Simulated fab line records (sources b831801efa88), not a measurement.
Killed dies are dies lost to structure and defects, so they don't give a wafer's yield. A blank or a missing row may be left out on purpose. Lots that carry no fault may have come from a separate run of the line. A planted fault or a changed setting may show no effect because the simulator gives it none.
One fault through the eyes of 2 desks ; flow gf180mcu ; only its own numbers are on each desk; what lay behind them is given at the end

== AT THE METROLOGY DESK ==
What the gauges read for every lot (on any tool): the sampled wafers with a number, averaged. A lot is out of limits, marked OUT, if its mean lies more than 4 standard deviations from the usual mean; the brackets give that distance.
Columns: A = V4_W_RS at GF_V4_RS_MEAS_24, usual 0.330 ohm/sq; B = V4_W_THK at GF_V4_THK_MEAS_25, usual 342 nm; C = MIM_CVD_05_THK at GF_MIM_THK_MEAS_06, usual 42.1 nm; D = MIM_ALCU_RS at GF_MIM_RS_MEAS_10, usual 0.1609 ohm/sq; E = MIM_ALCU_THK at GF_MIM_THK_MEAS_11, usual 201.9 nm
lot;first seen here;A;B;C;D;E
L270;day 25 19:31;0.330;341;42.6;0.1584;203.5
L272;day 26 15:36;0.331;340;42.3;0.1638;199.3
L280;day 28 18:06;0.332;338;42.6;0.1622;199.2
L286;day 30 11:26;0.329;341;42.2;0.1578;205.8
L289;day 31 19:53;0.336;341;42.3;0.1618;201.4
This desk found nothing out of limits on any of the 5 lots.

== TOOL OWNER'S DESK, pecvd-01 ==
The tool's own readings at GF_MIM_CVD_05 (deposits Si3N4, target thk 42 nm, time 29.086 s): means of the sampled wafers that have a number, for each lot that ran on this tool. A lot is out of limits, marked OUT, if its mean lies more than 4 standard deviations from the usual mean; the brackets give that distance.
Columns: A = heater power outer w at GF_MIM_CVD_05, usual 359 W; B = heater power w at GF_MIM_CVD_05, usual 632 W
lot;first seen here;A;B
L280;day 28 18:47;300;561
This desk's finding: nothing out of limits on the one lot.

== BROUGHT TOGETHER ==
The metrology desk saw nothing out of limits.
The tool owner's desk saw nothing out of limits.

== WHAT WAS PUT IN BY THE SIMULATOR ==
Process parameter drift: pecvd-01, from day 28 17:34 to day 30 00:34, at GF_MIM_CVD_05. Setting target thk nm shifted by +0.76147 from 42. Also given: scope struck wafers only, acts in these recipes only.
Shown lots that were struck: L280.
